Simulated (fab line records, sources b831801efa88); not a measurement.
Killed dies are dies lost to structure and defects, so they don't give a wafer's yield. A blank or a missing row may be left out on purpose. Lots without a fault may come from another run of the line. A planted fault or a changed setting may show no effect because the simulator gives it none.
Tool commonality check | flow sky130 | 12 lots, 36 wafers sampled

WHY IT WAS OPENED
At SKY_NWELL_OVL_MEAS_10 the reading NWELL_00_OVL is flagged on 3 of 12 lots. Wafers without a fault read 0.2 nm, standard deviation 1.4.
Rule: a lot is flagged when every wafer of it that has a number lies more than 4 standard deviations from that mean, or none has a number. The other lots count as sound.

lot  | measured    | on         | NWELL_00_OVL (nm), wafer by wafer | flag
L298 | day 4 16:25 | overlay-01 | -0.6 -0.7 1.3                     |
L299 | day 4 19:59 | overlay-01 | 0.3 1.3 0.2                       |
L300 | day 5 03:02 | overlay-02 | 1.4 0.8 0.3                       |
L301 | day 5 13:14 | overlay-01 | -0.6 -1.5 0.2                     |
L303 | day 5 22:05 | overlay-02 | -2.1 0.1 -1.1                     |
L305 | day 6 04:19 | overlay-01 | 1.3 -0.6 -1.1                     |
L309 | day 7 07:32 | overlay-02 | -0.9 -1.5 -3.3                    |
L312 | day 7 23:28 | overlay-01 | -125.2 -125.6 -127.5              | FLAGGED
L314 | day 8 13:31 | overlay-02 | -126.1 -124.1 -125.6              | FLAGGED
L315 | day 8 16:41 | overlay-02 | -127.6 -127.5 -127.0              | FLAGGED
L316 | day 8 23:13 | overlay-02 | -1.4 -1.1 -1.0                    |
L319 | day 9 19:01 | overlay-01 | 1.2 0.0 -0.4                      |
The numbers of the flagged lots are -126.2 nm on average: -126.4 nm against the usual, or -90 standard deviations.

WHICH TOOL RAN EACH LOT
The record holds 3 process steps before the reading, out of a route of 708 steps. In each cell: the tool, then ch and the chambers that the sampled wafers went through, then the start.
lot  | flag    | SKY_FIELD_ISO_ETCH_17           | SKY_FIELD_ISO_CMP_27         | SKY_NWELL_EXPOSE_07
L298 |         | rie_si-02 ch 0,1,2, day 2 07:17 | cmp-01 ch 1,2,3, day 2 12:13 | iline_stepper-02 ch 0, day 4 07:42
L299 |         | rie_si-01 ch 0,1, day 2 10:50   | cmp-01 ch 1,2, day 2 15:46   | iline_stepper-02 ch 0, day 4 11:57
L300 |         | rie_si-02 ch 0,2,3, day 2 16:36 | cmp-02 ch 1,2,3, day 2 20:30 | iline_stepper-02 ch 0, day 4 18:08
L301 |         | rie_si-02 ch 0,1,3, day 2 21:48 | cmp-02 ch 0,1,2, day 3 05:10 | iline_stepper-02 ch 0, day 5 04:12
L303 |         | rie_si-01 ch 1,2,3, day 3 07:27 | cmp-01 ch 1,3, day 3 13:34   | iline_stepper-01 ch 0, day 5 13:08
L305 |         | rie_si-01 ch 0,1,2, day 3 17:27 | cmp-01 ch 1,2,3, day 3 20:43 | iline_stepper-01 ch 0, day 5 18:28
L309 |         | rie_si-02 ch 0,1,2, day 4 13:59 | cmp-02 ch 2,3, day 4 18:05   | iline_stepper-01 ch 0, day 6 22:09
L312 | FLAGGED | rie_si-02 ch 1,2,3, day 5 06:24 | cmp-01 ch 0,1,3, day 5 09:43 | iline_stepper-01 ch 0, day 7 12:47
L314 | FLAGGED | rie_si-01 ch 1,3, day 5 16:57   | cmp-01 ch 0,2,3, day 5 21:10 | iline_stepper-01 ch 0, day 8 02:47
L315 | FLAGGED | rie_si-01 ch 0,1,3, day 5 20:45 | cmp-02 ch 1,3, day 6 01:25   | iline_stepper-01 ch 0, day 8 05:57
L316 |         | rie_si-01 ch 2,3, day 6 03:10   | cmp-02 ch 0,2,3, day 6 07:25 | iline_stepper-02 ch 0, day 8 12:40
L319 |         | rie_si-01 ch 1,3, day 6 19:21   | cmp-02 ch 0,1,3, day 7 00:14 | iline_stepper-02 ch 0, day 9 07:20
What these steps do:
- SKY_FIELD_ISO_ETCH_17: etches Si in HBr/Cl2/O2, target depth 342 nm, time 97.7 s.
- SKY_FIELD_ISO_CMP_27: polishes, stops on Si3N4, t overpolish 16 s, target thk 457.8 nm.
- SKY_NWELL_EXPOSE_07: exposes mask NWM, target cd 840 nm.
- SKY_NWELL_OVL_MEAS_10

FLAGGED OVER TOTAL, TOOL BY TOOL (the gauges that took the reading come last)
step                  | tool             | lots run | flagged | share of the flagged lots | sound lots run after its first flagged lot
SKY_FIELD_ISO_ETCH_17 | rie_si-01        | 7        | 2       | some                      | 2 (L316,L319)
SKY_FIELD_ISO_ETCH_17 | rie_si-02        | 5        | 1       | some                      | 0
SKY_FIELD_ISO_CMP_27  | cmp-01           | 6        | 2       | some                      | 0
SKY_FIELD_ISO_CMP_27  | cmp-02           | 6        | 1       | some                      | 2 (L316,L319)
SKY_NWELL_EXPOSE_07   | iline_stepper-01 | 6        | 3       | all                       | 0
SKY_NWELL_EXPOSE_07   | iline_stepper-02 | 6        | 0       | none                      | -
SKY_NWELL_OVL_MEAS_10 | overlay-01       | 6        | 1       | some                      | 1 (L319)
SKY_NWELL_OVL_MEAS_10 | overlay-02       | 6        | 2       | some                      | 1 (L316)

WHAT THE TABLE ALLOWS
1 row of the table ran every flagged lot: iline_stepper-01 at SKY_NWELL_EXPOSE_07.
- iline_stepper-01 at SKY_NWELL_EXPOSE_07: 3 of its 6 lots flagged. Its last sound lot is L309 (day 6 22:09), its first flagged lot L312 (day 7 12:47): a fault that began between those two fits.
One tool is left: iline_stepper-01 at SKY_NWELL_EXPOSE_07.

WHAT THE SIMULATOR HAD PUT IN
Scanner matching overlay: iline_stepper-01, from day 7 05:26 on, at SKY_NWELL_EXPOSE_07. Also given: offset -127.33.
Lots struck among those shown: L312, L314, L315. The rule above found the same.
